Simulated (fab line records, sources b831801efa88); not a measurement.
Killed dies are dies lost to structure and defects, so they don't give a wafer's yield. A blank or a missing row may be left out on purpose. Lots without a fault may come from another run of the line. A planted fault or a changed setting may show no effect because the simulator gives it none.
One fault seen from 2 desks | flow sky130 | each desk has only its own numbers; what lay behind them comes last

THE TOOL OWNER'S DESK: implanter-02
The tool's own readings at SKY_SD_N_IMPLANT_09: means of the sampled wafers that have a number, for each lot that ran on this tool. A lot is out of limits, marked OUT, if its mean lies more than 4 standard deviations from the usual mean; the brackets give that distance.
Columns: A = beam_energy_keV at SKY_SD_N_IMPLANT_09, usual 50.001; B = end_station_pressure_torr at SKY_SD_N_IMPLANT_09, usual 1.25e-05 Torr
lot  | first seen here | A                        | B
L323 | day 29 00:27    | 49.996                   | 1.33e-05
L324 | day 29 18:51    | 49.986                   | 1.30e-05
L334 | day 33 02:33    | 53.096 (+99 or more) OUT | 1.25e-05
L337 | day 33 17:03    | 53.096 (+99 or more) OUT | 1.34e-05
This desk's finding: out of limits on L334, L337; first on L334, day 33 02:33 (beam_energy_keV at SKY_SD_N_IMPLANT_09). In limits: L323, L324.

THE METROLOGY DESK
What the gauges read, lot by lot, whatever tool the lot ran on: means of the sampled wafers that have a number. A lot is out of limits, marked OUT, if its mean lies more than 4 standard deviations from the usual mean; the brackets give that distance.
Columns: A = SD_P_TW at SKY_SD_P_TW_MEAS_11, usual 2804; B = RES_XHIGH_TW at SKY_RES_XHIGH_TW_MEAS_09, usual 1625; C = SD_N_TW at SKY_SD_N_TW_MEAS_12, usual 3940; D = SD_N_RS at SKY_SD_N_RS_MEAS_16, usual 68.49 ohm/sq; E = SD_P_RS at SKY_SD_N_RS_MEAS_17, usual 146.9 ohm/sq
lot  | first seen here | A    | B    | C               | D               | E
L323 | day 26 14:35    | 2797 | 1628 | 3966            | 68.65           | 147.3
L324 | day 27 09:34    | 2814 | 1623 | 3948            | 68.45           | 147.1
L325 | day 27 09:52    | 2794 | 1618 | 3928            | 68.52           | 147.3
L326 | day 27 23:23    | 2824 | 1628 | 3944            | 68.42           | 146.9
L334 | day 30 18:55    | 2818 | 1629 | 4008 (+4.0) OUT | 66.44 (-19) OUT | 147.3
L337 | day 31 09:34    | 2807 | 1619 | 3995            | 66.39 (-19) OUT | 146.9
L338 | day 31 20:48    | 2795 | 1632 | 3913            | 68.44           | 146.3
L339 | day 32 02:18    | 2793 | 1618 | 3913            | 68.46           | 146.9
L341 | day 33 08:13    | 2819 | 1616 | 3933            | 68.51           | 147.1
L343 | day 33 08:48    | 2809 | 1633 | 3905            | 68.62           | 147.2
L344 | day 33 13:18    | 2814 | 1627 | 3956            | 68.50           | 147.2
This desk's finding: out of limits on L334, L337; first on L334, day 33 02:56 (SD_N_TW at SKY_SD_N_TW_MEAS_12). In limits: L323, L324, L325, L326, L338, L339, L341, L343, L344.

PUT TOGETHER
The tool owner's desk could have raised an alarm at day 33 02:33, on L334, L337.
The metrology desk could have raised an alarm at day 33 02:56, on L334, L337.
Of the lots named, all ran SKY_SD_N_IMPLANT_09 on implanter-02.

WHAT THE SIMULATOR HAD PUT IN
Process parameter drift: implanter-02, from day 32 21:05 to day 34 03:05, at SKY_SD_N_IMPLANT_09. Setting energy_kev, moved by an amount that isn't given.
Lots struck among those shown: L334, L337.
Hours from the fault's start to each desk's first reading out of limits: the tool owner's desk, 5; the metrology desk, 6.
